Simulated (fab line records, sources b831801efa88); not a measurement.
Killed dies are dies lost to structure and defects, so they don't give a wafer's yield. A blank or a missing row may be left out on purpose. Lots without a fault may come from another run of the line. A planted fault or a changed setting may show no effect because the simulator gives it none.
A struck lot beside a sound one | flow sky130 | 43 steps out of a route of 708
Sound: wafers L820.1, L820.4, L820.6. Struck: wafers L837.3, L837.4, L837.5. The cause comes at the end.
At each step with rows: each side's tool, then ch and its chambers, then its first start. Under that, the readings that differ: sound wafers | struck wafers | difference of the means | sigmas: that difference in standard deviations of wafers without a fault.
alike: readings whose means differ by less than 2 such deviations, and words and numbers that are the same on both sides. not compared: withheld readings, readings that some wafer has no value for, bounds like >300 that may hide the same value, and numbers for which the record gives no deviation and whose values overlap.
The two part at a step that has a row with sigmas, a row that says differs or no value, or rows on one side only. Numbers that don't overlap but have no deviation are shown without sigmas and don't part them. A reading that every wafer of one side lacks parts them only if that side has two wafers or more.

SKY_VT_ADJUST_HVTP_OVL_MEAS_08:
  sound on overlay-01, day 6 07:19; struck on overlay-02, day 10 20:35
  alike: VT_ADJUST_HVTP_OVL
then, 1 step without rows for these wafers: SKY_VT_ADJUST_HVTP_IMPLANT_09.
SKY_VT_ADJUST_HVTP_STRIP_10: strips in O2/N2.
  sound on plasma_asher-01 ch 0,1, day 6 07:30; struck on plasma_asher-03 ch 0,1, day 10 20:47
  reading                     | sound          | struck         | difference | sigmas
  drypump_motor_current_A (A) | 5.47 5.44 5.49 | 5.93 5.98 5.93 | +0.48      | +2
  alike: oes_product_au, strip_time_to_endpoint_s
  not compared: rf_hours_counter_h
SKY_VT_ADJUST_HVTP_TW_MEAS_11:
  sound on film_metro-02, day 6 07:36; struck on film_metro-04, day 10 20:52
  alike: VT_ADJUST_HVTP_TW
then, 7 steps without rows for these wafers: SKY_VT_ADJUST_LVTN_DEHYDRATE_00 (time 60 s); SKY_VT_ADJUST_LVTN_HMDS_01 (prime time 60 s); SKY_VT_ADJUST_LVTN_COAT_02 (resist thk 3000 nm); SKY_VT_ADJUST_LVTN_SOFTBAKE_03; SKY_VT_ADJUST_LVTN_EXPOSE_04 (exposes mask NWM COMPLEMENT LESS NATIVE, target cd 840 nm); SKY_VT_ADJUST_LVTN_PEB_05; SKY_VT_ADJUST_LVTN_DEVELOP_06 (develop time 60 s).
SKY_VT_ADJUST_LVTN_OVL_MEAS_07:
  sound on overlay-01, day 7 01:53; struck on overlay-01, day 11 21:10
  alike: VT_ADJUST_LVTN_OVL
SKY_VT_ADJUST_LVTN_IMPLANT_08:
  sound on implanter-01 ch 0, day 7 01:55; struck on implanter-01 ch 0, day 11 21:14
SKY_VT_ADJUST_LVTN_STRIP_09: strips in O2/N2.
  sound on plasma_asher-01 ch 0,1, day 7 02:04; struck on plasma_asher-01 ch 0,1, day 11 21:22
  alike: drypump_motor_current_A, oes_product_au, strip_time_to_endpoint_s
  not compared: rf_hours_counter_h
SKY_VT_ADJUST_LVTN_TW_MEAS_10:
  sound on film_metro-04, day 7 02:10; struck on film_metro-02, day 11 21:27
  reading           | sound             | struck            | difference | sigmas
  VT_ADJUST_LVTN_TW | 244.2 244.9 245.3 | 238.8 238.3 237.3 | -6.7       | -3
then, 7 steps without rows for these wafers: SKY_VT_ADJUST_LVTN_DEHYDRATE_11 (time 60 s); SKY_VT_ADJUST_LVTN_HMDS_12 (prime time 60 s); SKY_VT_ADJUST_LVTN_COAT_13 (resist thk 1140 nm); SKY_VT_ADJUST_LVTN_SOFTBAKE_14 (time 60 s); SKY_VT_ADJUST_LVTN_EXPOSE_15 (exposes mask HVN STD DERIVED, target cd 600 nm); SKY_VT_ADJUST_LVTN_PEB_16; SKY_VT_ADJUST_LVTN_DEVELOP_17 (develop time 60 s).
SKY_VT_ADJUST_LVTN_OVL_MEAS_18:
  sound on overlay-01, day 7 21:27; struck on overlay-02, day 12 21:21
  reading                    | sound          | struck      | difference | sigmas
  VT_ADJUST_LVTN_01_OVL (nm) | -1.5 -1.6 -1.5 | 3.3 2.1 2.3 | +4.1       | +2
then, 1 step without rows for these wafers: SKY_VT_ADJUST_LVTN_IMPLANT_19.
SKY_VT_ADJUST_LVTN_STRIP_20: strips in O2/N2.
  sound on plasma_asher-04 ch 0,1, day 7 21:38; struck on plasma_asher-03 ch 0,1, day 12 21:34
  reading                     | sound       | struck      | difference | sigmas
  drypump_motor_current_A (A) | 5.0 5.0 5.4 | 6.0 5.9 5.9 | +0.8       | +2
  alike: oes_product_au, strip_time_to_endpoint_s
  not compared: rf_hours_counter_h
SKY_VT_ADJUST_LVTN_TW_MEAS_21:
  sound on film_metro-04, day 7 21:44; struck on film_metro-03, day 12 21:39
  reading             | sound             | struck            | difference | sigmas
  VT_ADJUST_LVTN_2_TW | 190.8 189.9 189.6 | 187.9 186.1 187.2 | -3.0       | -2
then, 7 steps without rows for these wafers: SKY_VT_ADJUST_NCORE_DEHYDRATE_00 (time 60 s); SKY_VT_ADJUST_NCORE_HMDS_01 (prime time 60 s); SKY_VT_ADJUST_NCORE_COAT_02 (resist thk 1140 nm); SKY_VT_ADJUST_NCORE_SOFTBAKE_03 (time 60 s); SKY_VT_ADJUST_NCORE_EXPOSE_04 (exposes mask LVTN COMPLEMENT THIN, target cd 380 nm); SKY_VT_ADJUST_NCORE_PEB_05; SKY_VT_ADJUST_NCORE_DEVELOP_06 (develop time 57.12 s).
SKY_VT_ADJUST_NCORE_CD_MEAS_07: target cd 380 nm.
  sound on cd_sem-01, day 8 18:17; struck on cd_sem-01, day 13 23:08
  alike: cd_nm
SKY_VT_ADJUST_NCORE_OVL_MEAS_08:
  sound on overlay-01, day 8 18:25; struck on overlay-02, day 13 23:14
  alike: VT_ADJUST_NCORE_OVL
then, 1 step without rows for these wafers: SKY_VT_ADJUST_NCORE_IMPLANT_09.
SKY_VT_ADJUST_NCORE_STRIP_10: strips in O2/N2.
  sound on plasma_asher-01 ch 0,1, day 8 18:36; struck on plasma_asher-02 ch 0,1, day 13 23:26
  reading                      | sound             | struck            | difference | sigmas
  strip_time_to_endpoint_s (s) | 14.23 14.19 14.17 | 14.09 14.08 14.05 | -0.12      | -2
  alike: drypump_motor_current_A, oes_product_au
  not compared: rf_hours_counter_h
SKY_VT_ADJUST_NCORE_TW_MEAS_11:
  sound on film_metro-03, day 8 18:42; struck on film_metro-01, day 13 23:31
  reading            | sound             | struck            | difference | sigmas
  VT_ADJUST_NCORE_TW | 219.6 219.9 219.9 | 216.0 214.9 215.1 | -4.5       | -3
then, 4 steps without rows for these wafers: SKY_VT_ADJUST_HVTR_DEHYDRATE_00 (time 60 s); SKY_VT_ADJUST_HVTR_HMDS_01 (prime time 60 s); SKY_VT_ADJUST_HVTR_COAT_02 (resist thk 1140 nm); SKY_VT_ADJUST_HVTR_SOFTBAKE_03 (time 60 s).
-- the record jumps here: 36 days lie between the struck wafers' starts before and after (it left off in module VT_ADJUST_HVTR and takes up again in module PAD_OPEN, whose first step shown is number 708 of the route) --
SKY_PAD_OPEN_PROBE_99:
  sound on prober-02, day 46 03:25; struck on prober-01, day 50 07:52
  reading                          | sound                    | struck                  | difference | sigmas
  model.etest.nfet_01v8.vt_v_range | 0.009436 0.01019 0.01096 | 0.01458 0.01265 0.01958 | +0.00541   |
  alike: killed_at_M0_to_M3, killed_at_M4_up, killed_at_contacts, killed_at_front_end, killed_at_other, killed_dies, killed_open, killed_short

WHERE THEY PART
First at SKY_VT_ADJUST_HVTP_STRIP_10; last, within this record, at SKY_VT_ADJUST_NCORE_TW_MEAS_11. Later steps at which nothing parts them and some readings are alike: SKY_PAD_OPEN_PROBE_99.

WHY: what the simulator had put in
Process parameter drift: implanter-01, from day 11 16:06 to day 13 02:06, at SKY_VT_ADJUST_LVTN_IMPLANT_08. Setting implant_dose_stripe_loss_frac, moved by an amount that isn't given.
